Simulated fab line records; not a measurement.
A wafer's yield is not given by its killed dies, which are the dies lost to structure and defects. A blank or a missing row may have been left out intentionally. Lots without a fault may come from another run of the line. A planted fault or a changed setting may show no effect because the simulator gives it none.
What tool caused it? | flow gf180mcu | 10 lots, 30 wafers sampled, at 7 steps of a route of 602

## WHAT THE GAUGES READ, wafer by wafer
GF_V3_RS_MEAS_24: measures by four-point-probe.
lot  | measured     | on            | V3_W_RS (ohm/sq)
L225 | day 23 06:05 | film_metro-02 | 0.329 0.329 0.332
L227 | day 23 19:28 | film_metro-02 | 0.328 0.329 0.330
L226 | day 24 01:16 | film_metro-02 | 0.331 0.332 0.329
L230 | day 25 02:13 | film_metro-02 | 0.331 0.334 0.329
L235 | day 26 14:38 | film_metro-03 | 0.404 0.409 0.403
L236 | day 26 20:12 | film_metro-01 | 0.400 0.322 0.400
L241 | day 28 11:11 | film_metro-01 | 0.330 0.332 0.329
L244 | day 29 02:44 | film_metro-02 | 0.326 0.328 0.328
L245 | day 29 10:34 | film_metro-03 | 0.334 0.333 0.333
L246 | day 29 17:59 | film_metro-02 | 0.329 0.331 0.330

GF_V3_THK_MEAS_25: measures by xrf.
lot  | measured     | on            | V3_W_THK (nm)
L225 | day 23 06:13 | film_metro-02 | 365 364 364
L227 | day 23 19:34 | film_metro-02 | 367 367 365
L226 | day 24 01:21 | film_metro-02 | 359 357 363
L230 | day 25 02:20 | film_metro-02 | 359 357 361
L235 | day 26 14:44 | film_metro-03 | 293 290 295
L236 | day 26 20:19 | film_metro-01 | 293 364 292
L241 | day 28 11:17 | film_metro-01 | 357 353 359
L244 | day 29 02:49 | film_metro-02 | 367 365 365
L245 | day 29 10:40 | film_metro-03 | 357 355 355
L246 | day 29 18:07 | film_metro-02 | 363 362 362

GF_M4_THK_MEAS_06: measures by xrf.
lot  | measured     | on            | M4_ALCU_THK (nm)
L225 | day 23 06:55 | film_metro-02 | 453 449 450
L227 | day 23 20:16 | film_metro-02 | 449 448 456
L226 | day 24 02:03 | film_metro-02 | 445 441 442
L230 | day 25 03:02 | film_metro-02 | 449 444 448
L235 | day 26 15:26 | film_metro-02 | 447 450 448
L236 | day 26 21:01 | film_metro-02 | 443 447 447
L241 | day 28 11:59 | film_metro-01 | 441 439 443
L244 | day 29 03:31 | film_metro-04 | 456 454 455
L245 | day 29 11:22 | film_metro-02 | 447 443 449
L246 | day 29 18:49 | film_metro-01 | 439 439 436

## TOOL THAT RAN EACH LOT (tool first, then ch and the chambers of the sampled wafers, then the start)
lot  | GF_V2_CVD_23                  | GF_V3_CVD_23                  | GF_V3_CMP_26                  | GF_M4_SPUTTER_03
L225 | cvd_w-02 ch 0,1, day 21 04:11 | cvd_w-02 ch 0,1, day 23 05:59 | cmp-01 ch 0,2,3, day 23 06:16 | pvd_sputter-04, day 23 06:44
L227 | cvd_w-02 ch 1, day 21 18:59   | cvd_w-01 ch 0,1, day 23 19:20 | cmp-01 ch 0,1, day 23 19:37   | pvd_sputter-03, day 23 20:05
L226 | cvd_w-02 ch 0,1, day 21 23:41 | cvd_w-01 ch 0,1, day 24 01:08 | cmp-01 ch 1,2, day 24 01:23   | pvd_sputter-01, day 24 01:50
L230 | cvd_w-02 ch 0,1, day 23 02:33 | cvd_w-02 ch 0,1, day 25 02:07 | cmp-02 ch 0,1,2, day 25 02:24 | pvd_sputter-01, day 25 02:52
L235 | cvd_w-01 ch 0,1, day 24 17:01 | cvd_w-01 ch 0, day 26 14:27   | cmp-02 ch 0,2,3, day 26 14:53 | pvd_sputter-03, day 26 15:14
L236 | cvd_w-01 ch 0,1, day 24 23:01 | cvd_w-01 ch 0,1, day 26 20:05 | cmp-02 ch 0,2, day 26 20:26   | pvd_sputter-03, day 26 20:50
L241 | cvd_w-02 ch 0,1, day 26 15:18 | cvd_w-02 ch 0,1, day 28 11:04 | cmp-02 ch 2,3, day 28 11:22   | pvd_sputter-01, day 28 11:46
L244 | cvd_w-01 ch 0,1, day 27 07:21 | cvd_w-02 ch 0,1, day 29 02:36 | cmp-01 ch 0,3, day 29 02:51   | pvd_sputter-03, day 29 03:19
L245 | cvd_w-02 ch 0, day 27 15:35   | cvd_w-02 ch 0, day 29 10:26   | cmp-01 ch 2,3, day 29 10:43   | pvd_sputter-01, day 29 11:11
L246 | cvd_w-01 ch 0,1, day 28 00:17 | cvd_w-01 ch 0,1, day 29 17:53 | cmp-02 ch 2,3, day 29 18:10   | pvd_sputter-04, day 29 18:38
- GF_V2_CVD_23: deposits W, target thk 350 nm, time 104.94 s.
- GF_V3_CVD_23: deposits W, target thk 350 nm, time 104.9 s.
- GF_V3_CMP_26: polishes, stops on SiO2, t overpolish 15 s, target thk 0 nm.
- GF_M4_SPUTTER_03: material Ti, target thk 10 nm, time 6.7 s.

## WHAT THE TOOLS THEMSELVES READ (means of the sampled wafers that have a number; where no wafer has one, the mark that the record gives instead)
GF_V2_CVD_23.
lot  | tool     | chamber_pressure_Torr (Torr) | heater_power_outer_w (W) | heater_power_w (W)
L225 | cvd_w-02 | 39.92                        | 581                      | 942
L227 | cvd_w-02 | 39.93                        | 588                      | 1000
L226 | cvd_w-02 | 40.00                        | 570                      | 937
L230 | cvd_w-02 | 39.97                        | 570                      | 935
L235 | cvd_w-01 | 39.91                        | 572                      | 954
L236 | cvd_w-01 | 40.09                        | 570                      | 949
L241 | cvd_w-02 | 40.10                        | 578                      | 934
L244 | cvd_w-01 | 39.98                        | 573                      | 944
L245 | cvd_w-02 | 39.96                        | 539                      | 801
L246 | cvd_w-01 | 40.00                        | 562                      | 934

GF_V3_CVD_23.
lot  | tool     | chamber_pressure_Torr (Torr) | heater_power_outer_w (W) | heater_power_w (W)
L225 | cvd_w-02 | 39.99                        | 576                      | 941
L227 | cvd_w-01 | 39.88                        | 552                      | 921
L226 | cvd_w-01 | 39.94                        | 553                      | 926
L230 | cvd_w-02 | 39.94                        | 564                      | 856
L235 | cvd_w-01 | 39.94                        | 543                      | 909
L236 | cvd_w-01 | 39.98                        | 561                      | 935
L241 | cvd_w-02 | 40.02                        | 567                      | 937
L244 | cvd_w-02 | 40.04                        | 577                      | 957
L245 | cvd_w-02 | 39.96                        | 540                      | 801
L246 | cvd_w-01 | 40.17                        | 576                      | 947

GF_V3_CMP_26.
lot  | tool   | motor_current_A (A) | platen_rpm (rpm) | slurry_filter_dp_kPa (kPa) | time_to_endpoint_s (s)
L225 | cmp-01 | 11.7                | 59.97            | 13.49                      | 87
L227 | cmp-01 | 13.6                | 59.98            | 13.47                      | 89
L226 | cmp-01 | 13.2                | 60.00            | 13.52                      | 90
L230 | cmp-02 | 10.2                | 60.00            | 13.46                      | 84
L235 | cmp-02 | 10.6                | 60.01            | 13.30                      | 69
L236 | cmp-02 | 9.6                 | 59.98            | 13.63                      | 80
L241 | cmp-02 | 11.4                | 59.98            | 13.45                      | 86
L244 | cmp-01 | 11.8                | 59.97            | 13.41                      | 92
L245 | cmp-01 | 12.0                | 59.99            | 13.48                      | 88
L246 | cmp-02 | 11.1                | 60.02            | 13.30                      | 88

GF_M4_SPUTTER_03.
lot  | tool           | throttle_valve_pct (%)
L225 | pvd_sputter-04 | 29.8
L227 | pvd_sputter-03 | 30.4
L226 | pvd_sputter-01 | 30.4
L230 | pvd_sputter-01 | 30.3
L235 | pvd_sputter-03 | 30.9
L236 | pvd_sputter-03 | 29.7
L241 | pvd_sputter-01 | 29.5
L244 | pvd_sputter-03 | 29.7
L245 | pvd_sputter-01 | 29.9
L246 | pvd_sputter-04 | 29.1

## THE ANSWER, worked out from the rows above alone
Rule: the lots themselves supply what counts as usual. The widest of any qualifying gaps counts: lots, ordered by their means at a reading, are off when they make up no more than a third of the lots, leave a main group of 4 or more, and stand apart from it by 3 or more times the standard deviation of that group's means. The tables above print the reading to a certain number of digits; a main group whose means all agree to those digits is not used. A lot without any number at a reading at which 4 lots or more have one is off too. All remaining lots with rows at the step are treated as sound. After the gauges, taken in route order, come the tools' own readings; for these a lot's mean is taken, as printed above. At the first step where some lot is off, the reading lying furthest off is the one used; lots without a number count as furthest.
Off: L235, L236, seen at GF_V3_RS_MEAS_24 (V3_W_RS). The main group has a mean of 0.330 ohm/sq with a standard deviation of 0.0016.
A tool fits if, at a process step before that reading, it ran every lot that is off, and no sound lot after the first of them. Gauges at GF_V3_RS_MEAS_24: tried the same way as those tools. No candidate that was tried fits.

## WHAT HAD BEEN PUT IN BY THE SIMULATOR
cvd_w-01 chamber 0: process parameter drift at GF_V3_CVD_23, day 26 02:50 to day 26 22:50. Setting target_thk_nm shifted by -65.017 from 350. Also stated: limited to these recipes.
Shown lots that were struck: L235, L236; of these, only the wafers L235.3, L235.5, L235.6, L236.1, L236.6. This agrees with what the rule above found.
